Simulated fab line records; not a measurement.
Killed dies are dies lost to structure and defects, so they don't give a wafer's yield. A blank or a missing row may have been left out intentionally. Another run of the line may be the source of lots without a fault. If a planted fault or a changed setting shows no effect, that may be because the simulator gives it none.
Struck lot and sound lot, side by side + flow sky130 + 19 out of 708 route steps
Sound: wafers L843.3, L843.4, L843.5. Wafers L847.1, L847.2, L847.3 were the ones struck. The cause comes at the end.
Per side, at each step with rows, come the tool, then ch with its chambers, and then its first start. Under that, the readings that differ: sound wafers + struck wafers + difference of the means + sigmas: that difference in standard deviations of wafers without a fault.
alike: same words and numbers on both sides, and readings whose means sit less than 2 such deviations apart. not compared: any withheld reading, any reading some wafer has no value for, any bound like >300 that may hide the same value, and any number with overlapping values for which the record gives no deviation.
The two part at a step that has a row with sigmas, a row that says differs or no value, or rows on one side only. Non-overlapping numbers with no deviation appear without sigmas and do not part them. A reading missing from all wafers of one side parts the sides only when that side holds two or more wafers.

first, 2 steps without rows for these wafers: SKY_RES_PROTECT_DEVELOP_06 (develop time 60 s); SKY_POLY_GATE_IMPLANT_02.
SKY_RES_PROTECT_STRIP_07: strips in O2/N2.
  sound on plasma_asher-04 ch 0,1, day 18 13:19; struck on plasma_asher-01 ch 0,1, day 20 16:16
| reading                     | sound       | struck      | difference | sigmas |
|-----------------------------|-------------|-------------|------------|--------|
| drypump_motor_current_A (A) | 6.5 6.3 6.3 | 5.6 5.1 5.6 | -0.9       | -2     |
  alike: oes_product_au, strip_time_to_endpoint_s
  not compared: rf_hours_counter_h
SKY_RES_PROTECT_TW_MEAS_08:
  sound on film_metro-01 at day 18 13:25; struck on film_metro-04 at day 20 16:22
| reading      | sound          | struck         | difference | sigmas |
|--------------|----------------|----------------|------------|--------|
| POLY_GATE_TW | 3980 3954 3961 | 4111 4085 4081 | +127       | +2     |
then, 2 steps without rows for these wafers: SKY_RES_PROTECT_CLEAN_09 (cleans in SC1/SC2, time 150 s); SKY_POLY_GATE_CVD_03 (deposits Si3N4 from DCS/NH3, target thk 75 nm, time 1290 s).
SKY_POLY_GATE_THK_MEAS_04:
  sound on film_metro-01 at day 18 16:37; struck on film_metro-01 at day 20 18:43
  alike: POLY_GATE_CVD_03_THK
then, 5 steps without rows for these wafers: SKY_POLY_GATE_DEHYDRATE_05 (time 60 s); SKY_POLY_GATE_HMDS_06 (prime time 60 s); SKY_POLY_GATE_COAT_07 (resist thk 110 nm); SKY_POLY_GATE_COAT_08 (resist thk 450 nm); SKY_POLY_GATE_SOFTBAKE_09 (time 90 s).
SKY_POLY_GATE_EXPOSE_10: exposes mask P1M, target cd 150 nm.
  sound on krf_scanner-01 ch 0, day 19 09:19; struck on krf_scanner-02 ch 0, day 21 11:23
| reading                           | sound                | struck            | difference | sigmas |
|-----------------------------------|----------------------|-------------------|------------|--------|
| model.POLY_GATE.overlay_x_nm (nm) | 0.1742 0.1742 0.1742 | 43.88 43.88 43.88 | +43.71     |        |
  alike: mask
then, 2 steps without rows for these wafers: SKY_POLY_GATE_PEB_11; SKY_POLY_GATE_DEVELOP_12 (develop time 60 s).
SKY_POLY_GATE_CD_MEAS_13 targets a cd of 150 nm.
  sound on cd_sem-01 at day 20 01:37; struck on cd_sem-02 at day 22 03:23
  alike: cd_nm
SKY_POLY_GATE_OVL_MEAS_14:
  sound on overlay-01 at day 20 01:43; struck on overlay-01 at day 22 03:30
| reading            | sound   | struck   | difference | sigmas |
|--------------------|---------|----------|------------|--------|
| POLY_GATE_OVL (nm) | -4 -8 2 | 36 38 38 | +41        | +9     |
SKY_POLY_GATE_ETCH_15: etches BARC in N2/H2, stops on SiO2, time 118.5 s, target depth 110 nm.
  sound on rie_diel-02 ch 2,3, day 20 01:44; struck on rie_diel-04 ch 0,1,3, day 22 03:32
  alike: drypump_motor_current_A, oes_product_au, throttle_valve_pct
  not compared: rf_hours_counter_h
-- record jumps: 28 days separate the struck wafers' starts on either side; left off in module POLY_GATE, taken up again in module PAD_OPEN, whose first shown step is the route's number 708 --
SKY_PAD_OPEN_PROBE_99:
  sound on prober-01 at day 48 12:16; struck on prober-01 at day 49 19:38
| reading                                  | sound             | struck          | difference                    | sigmas |
|------------------------------------------|-------------------|-----------------|-------------------------------|--------|
| model.etest.licon_to_gate.bv_left_v (V)  | 24.37 25.01 24.52 | 6.108 6.6 7.406 | -17.929                       |        |
| model.etest.licon_to_gate.bv_right_v (V) | 26.26 25.5 25.17  | - - -           | no value on the struck wafers |        |
| model.etest.licon_to_gate.over_limit     | 0 0 0             | 1 1 1           | +1                            |        |
  alike: killed_at_M0_to_M3, killed_at_M4_up, killed_at_contacts, killed_at_front_end, killed_at_other, killed_dies, killed_open, killed_short

== WHERE THEY PART ==
Last at SKY_PAD_OPEN_PROBE_99 as far as this record goes, first at SKY_RES_PROTECT_STRIP_07.

WHY: whatever the simulator had introduced
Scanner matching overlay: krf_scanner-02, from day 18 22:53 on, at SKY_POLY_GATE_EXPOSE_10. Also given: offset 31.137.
